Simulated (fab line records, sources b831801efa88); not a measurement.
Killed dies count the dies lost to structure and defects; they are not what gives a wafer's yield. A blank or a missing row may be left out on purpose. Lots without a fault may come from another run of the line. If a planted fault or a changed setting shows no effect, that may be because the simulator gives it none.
Struck lot and sound lot, side by side	flow gf180mcu	15 steps out of a route of 602
Sound: these wafers, L996.1, L996.2, L996.3. Struck: wafers L105.1, L105.2, L105.3. The cause is given at the end.
For every step that has rows: the tool of each side, followed by ch and its chambers, followed by its first start. Under that, the readings that differ: sound wafers	struck wafers	difference of the means	sigmas: that difference in standard deviations of wafers without a fault.
alike: readings with means less than 2 such deviations apart, plus words and numbers identical on both sides. not compared: withheld readings, readings lacking a value on some wafer, bounds such as >300 that could conceal the same value, and numbers that have no deviation in the record and whose values overlap.
A row with sigmas, a row that says differs or no value, or rows on one side alone: a step with any of these is where the two part. Numbers that don't overlap but have no deviation are shown without sigmas and don't part them. A reading that every wafer of one side lacks parts them only if that side has two wafers or more.

GF_M4_SPUTTER_00: material Ti, target thk 37.5 nm, time 150 s.
  sound on pvdSputter-03, day 23 09:29; struck on pvdSputter-02, day 26 13:34
  alike: cathodeDcPowerW, throttleValvePct
GF_M4_SPUTTER_01: material TiN, target thk 30 nm, time 25 s.
  sound on pvdSputter-03, day 23 09:35; struck on pvdSputter-02, day 26 13:40
  alike: cathodeDcPowerW, throttleValvePct
GF_M4_SPUTTER_02: material AlCu, target thk 450 nm, time 23.9 s.
  sound on pvdSputter-03, day 23 09:37; struck on pvdSputter-02, day 26 13:41
  alike: cathodeDcPowerW, throttleValvePct
GF_M4_SPUTTER_03: material Ti, target thk 10 nm, time 6.7 s.
  sound on pvdSputter-03, day 23 09:38; struck on pvdSputter-02, day 26 13:43
  alike: cathodeDcPowerW, throttleValvePct
GF_M4_SPUTTER_04: material TiN, target thk 50 nm, time 41.7 s.
  sound on pvdSputter-03, day 23 09:40; struck on pvdSputter-02, day 26 13:44
  alike: cathodeDcPowerW, throttleValvePct
GF_M4_RS_MEAS_05: uses a four-point probe to measure.
  sound on filmMetro-02, day 23 09:42; struck on filmMetro-04, day 26 13:47
  alike: M4_ALCU_RS
GF_M4_THK_MEAS_06: measures by xrf.
  sound on filmMetro-02, day 23 09:49; struck on filmMetro-04, day 26 13:54
  alike: M4_ALCU_THK
then, 5 steps without rows for these wafers: GF_M4_DEHYDRATE_07 (time 60 s); GF_M4_HMDS_08 (prime time 60 s); GF_M4_COAT_09 (resist thk 1000 nm); GF_M4_SOFTBAKE_10 (time 60 s); GF_M4_EXPOSE_11 (exposes mask Metal4, target cd 280 nm).
GF_M4_PEB_12: peb time 90 s.
  sound on lithoTrack-03 ch 0, day 24 07:35; struck on lithoTrack-03 ch 0, day 27 09:23
reading	sound	struck	difference	sigmas
heaterPowerTotalW (W)	85.73 85.70 85.70	86.95 86.74 86.63	+1.06	+12
plateTempC (C)	134.74 134.88 134.88	136.41 136.29 136.57	+1.59	+13
then, 1 step without rows for these wafers: GF_M4_DEVELOP_13 (develop time 60 s).
GF_PASSIVATION_PROBE_99:
  rows exist in the record for the sound wafers here (prober-01, day 29 21:34), none for the struck ones

WHERE THEY PART
Earliest at GF_M4_PEB_12; latest, in this record, at GF_PASSIVATION_PROBE_99.

WHY: the cause the simulator had injected
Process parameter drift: lithoTrack-03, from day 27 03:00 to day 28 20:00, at GF_M4_PEB_12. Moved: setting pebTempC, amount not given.
